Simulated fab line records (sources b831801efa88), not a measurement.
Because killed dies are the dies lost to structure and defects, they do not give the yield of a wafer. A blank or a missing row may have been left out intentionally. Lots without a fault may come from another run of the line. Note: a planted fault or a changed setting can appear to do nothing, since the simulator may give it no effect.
Comparing a struck lot with a sound one / flow sfqLine / 42 out of 325 route steps
Sound: these wafers, L854.1, L854.3, L854.6. Wafers struck: L853.1, L853.2, L853.3. The cause comes at the end.
Each step with rows lists, per side, the tool, then ch with its chambers, then its first start. Under that, the readings that differ: sound wafers / struck wafers / difference of the means / sigmas: that difference in standard deviations of wafers without a fault.
alike: readings with means less than 2 such deviations apart, plus words and numbers identical on both sides. not compared: withheld readings, readings lacking a value on some wafer, bounds such as >300 that could conceal the same value, and numbers that have no deviation in the record and whose values overlap.
The two part at a step that has a row with sigmas, a row that says differs or no value, or rows on one side only. When numbers do not overlap yet have no deviation, they are printed without sigmas and do not part them. A reading that every wafer of one side lacks parts them only if that side has two wafers or more.

first, 3 steps without rows for these wafers: SFQ_TRILAYER_JJ_CE_BARC_OPEN_RIE_150 (chemistry O2, target BARC, target depth 240 nm, time 80 s); SFQ_TRILAYER_JJ_CE_ETCH_RIE_118 (chemistry SF6, target Nb, stops on Al2O3, time 97.7 s, target depth 170 nm); SFQ_TRILAYER_JJ_ANODIZE_ANODIZE_119.
SFQ_TRILAYER_JJ_CE_STRIP_STRIP_120: strips in O2.
  sound on rieMetal-03 ch 0,1, day 62 14:52; struck on rieMetal-04 ch 0,1, day 62 13:43
  alike: chamberPressureMTorr, drypumpMotorCurrentA, oesProductAu
  not compared: rfHoursCounterH
then, 7 steps without rows for these wafers: SFQ_TRILAYER_JJ_CE_STRIP_SOLV_CLEAN_121 (cleans in NMP, time 600 s); SFQ_TRILAYER_M5_LITHO_COAT_128 (resist thk 62 nm); SFQ_TRILAYER_M5_LITHO_COAT_123 (resist thk 600 nm); SFQ_TRILAYER_M5_LITHO_SOFTBAKE_127; SFQ_TRILAYER_M5_LITHO_EXPOSE_124 (exposes mask M5, target cd 700 nm); SFQ_TRILAYER_M5_LITHO_PEB_126 (peb time 60 s); SFQ_TRILAYER_M5_LITHO_DEVELOP_125 (time 60 s).
-- the record jumps here: 5 days lie between the struck wafers' starts before and after --
SFQ_M5_OVL_MEAS_932:
  struck on overlay-01, day 67 04:23; sound on overlay-01, day 67 05:35
  alike: M5_OVL
SFQ_TRILAYER_M5_BARC_OPEN_METAL_ETCH_161: etches BARC in O2, target depth 125 nm, time 41.7 s.
  sound on rieMetal-04 ch 0,1, day 67 05:38; struck on rieMetal-02 ch 0,1, day 67 04:26
  no value came back on the struck wafers for biasW (W), chamberPressureMTorr (mTorr), drypumpMotorCurrentA (A), oesProductAu (a.u.); on the sound wafers biasW (W) reads 79.99 79.99 79.56
reading=model.KrF_of_TRILAYER_M5_LITHO_COAT_123.thkNm (nm); sound=522.7 525.6 522.9; struck=573.9 574.7 572.7; difference=+50.0; sigmas=
  not compared: rfHoursCounterH
SFQ_TRILAYER_M5_ETCH_METAL_ETCH_126: etches Nb in Cl2/BCl3, stops on SiO2, time 203.2 s, target depth 265 nm.
  sound on rieMetal-04 ch 0,1, day 67 05:41; struck on rieMetal-02 ch 0,1, day 67 04:29
reading=oesProductAu (a.u.); sound=0.729 0.729 0.725; struck=0.363 0.365 0.375; difference=-0.360; sigmas=-63
reading=model.KrF_of_TRILAYER_M5_LITHO_COAT_123.thkNm (nm); sound=369.6 375.8 369.3; struck=420.5 422.5 421.7; difference=+50.0; sigmas=
  alike: biasW, chamberPressureMTorr, drypumpMotorCurrentA
  not compared: rfHoursCounterH
then, 5 steps without rows for these wafers: SFQ_TRILAYER_M5_STRIP_STRIP_127 (strips in O2); SFQ_TRILAYER_M5_STRIP_SOLV_CLEAN_128 (cleans in NMP, time 600 s); SFQ_TRILAYER_A5B_DEP_PECVD_129 (deposits SiO2 from SiH4/N2O, time 133.33 s, target thk 600 nm); SFQ_TRILAYER_A5B_CMP_CMP_130 (polishes, stops on Nb, target thk 340.7 nm); SFQ_TRILAYER_A5B_METRO_MEASURE_131.
SFQ_TRILAYER_R5_DEP_SPUTTER_132: material Ti, target thk 5 nm, time 5 s.
  struck on pvdSputter-05, day 67 14:33; sound on pvdSputter-04, day 67 20:21
  alike: throttleValvePct
then, 1 step without rows for these wafers: SFQ_TRILAYER_R5_DEP_SPUTTER_133 (material MoNx, target thk 40 nm, time 66.7 s).
SFQ_TRILAYER_R5_DEP_SPUTTER_134: material Ti, target thk 5 nm, time 5 s.
  struck on pvdSputter-05, day 67 14:37; sound on pvdSputter-04, day 67 20:25
  alike: throttleValvePct
SFQ_R5_RS_MEAS_933: measurement is done with a four-point probe.
  struck on filmMetro-01, day 67 14:38; sound on filmMetro-03, day 67 20:26
  alike: R5_MONX_RS
SFQ_R5_THK_MEAS_934: measures by xrf.
  struck on filmMetro-01, day 67 14:46; sound on filmMetro-03, day 67 20:34
  alike: R5_MONX_THK
then, 3 steps without rows for these wafers: SFQ_TRILAYER_R5_LITHO_COAT_141 (resist thk 62 nm); SFQ_TRILAYER_R5_LITHO_COAT_136 (resist thk 600 nm); SFQ_TRILAYER_R5_LITHO_SOFTBAKE_140.
-- the record jumps here: 4 days lie between the struck wafers' starts before and after --
SFQ_TRILAYER_R5_LITHO_EXPOSE_137: exposes mask R5, target cd 500 nm.
  struck on krfScanner-01, day 71 15:52; sound on krfScanner-01 ch 0, day 71 18:16
  no value came back on the struck wafers for exposureDoseMJCm2, focusOffsetNm (nm); on the sound wafers exposureDoseMJCm2 reads 14.390 14.421 14.391
  alike: mask
then, 2 steps without rows for these wafers: SFQ_TRILAYER_R5_LITHO_PEB_139 (peb time 60 s); SFQ_TRILAYER_R5_LITHO_DEVELOP_138 (time 60 s).
SFQ_R5_OVL_MEAS_935:
  struck on overlay-02, day 71 17:22; sound on overlay-02, day 71 19:46
reading=R5_OVL (nm); sound=-5 -9 -1; struck=- - -; difference=no value on the struck wafers; sigmas=
then, 2 steps without rows for these wafers: SFQ_TRILAYER_R5_BARC_OPEN_METAL_ETCH_177 (etches BARC in O2, target depth 125 nm, time 41.7 s); SFQ_TRILAYER_R5_ETCH_METAL_ETCH_139 (etches the open film in Cl2, stops on SiO2, target depth 60 nm, time 40 s).
SFQ_TRILAYER_R5_STRIP_STRIP_140: strips in O2.
  sound on rieMetal-03 ch 0,1, day 71 19:55; struck on rieMetal-02 ch 0,1, day 71 17:31
  alike: chamberPressureMTorr, drypumpMotorCurrentA, oesProductAu
  not compared: rfHoursCounterH
then, 1 step without rows for these wafers: SFQ_TRILAYER_R5_STRIP_SOLV_CLEAN_141 (cleans in NMP, time 600 s).
SFQ_TRILAYER_A5C_DEP_PECVD_142: deposits SiO2 from SiH4/N2O, time 15.556 s, target thk 70 nm.
  sound on pecvd-02 ch 0,2, day 71 20:41; struck on pecvd-01 ch 0,1,2, day 71 18:17
  alike: heaterPowerW, showerheadVppV, throttleValvePct
  not compared: sinceWetCleanH
then, 5 steps without rows for these wafers: SFQ_TRILAYER_I5_LITHO_COAT_149 (resist thk 62 nm); SFQ_TRILAYER_I5_LITHO_COAT_144 (resist thk 650 nm); SFQ_TRILAYER_I5_LITHO_SOFTBAKE_148; SFQ_TRILAYER_I5_LITHO_PEB_147 (peb time 60 s); SFQ_TRILAYER_I5_LITHO_DEVELOP_146 (time 60 s).
-- the record jumps here: 21 days lie between the struck wafers' starts before and after --
SFQ_M8_BOW_MEAS_951:
  struck on filmMetro-03, day 93 00:43; sound on filmMetro-02, day 93 03:47
reading=model.etest.r5.combLog10Ohm; sound=12 12 12; struck=0 0 0; difference=-12; sigmas=
reading=model.etest.m5.combLog10Ohm; sound=12 12 12; struck=0 0 0; difference=-12; sigmas=
reading=model.etest.jj.gTimes; sound=0.9972 0.9974 0.9975; struck=0 0 0; difference=-1; sigmas=
  alike: M8_BOW

## WHERE THEY PART
Last at SFQ_R5_OVL_MEAS_935 as far as this record goes, first at SFQ_TRILAYER_M5_BARC_OPEN_METAL_ETCH_161. Later steps at which nothing parts them and some readings are alike: SFQ_TRILAYER_R5_STRIP_STRIP_140, SFQ_TRILAYER_A5C_DEP_PECVD_142, SFQ_M8_BOW_MEAS_951.

WHY: the cause the simulator had injected
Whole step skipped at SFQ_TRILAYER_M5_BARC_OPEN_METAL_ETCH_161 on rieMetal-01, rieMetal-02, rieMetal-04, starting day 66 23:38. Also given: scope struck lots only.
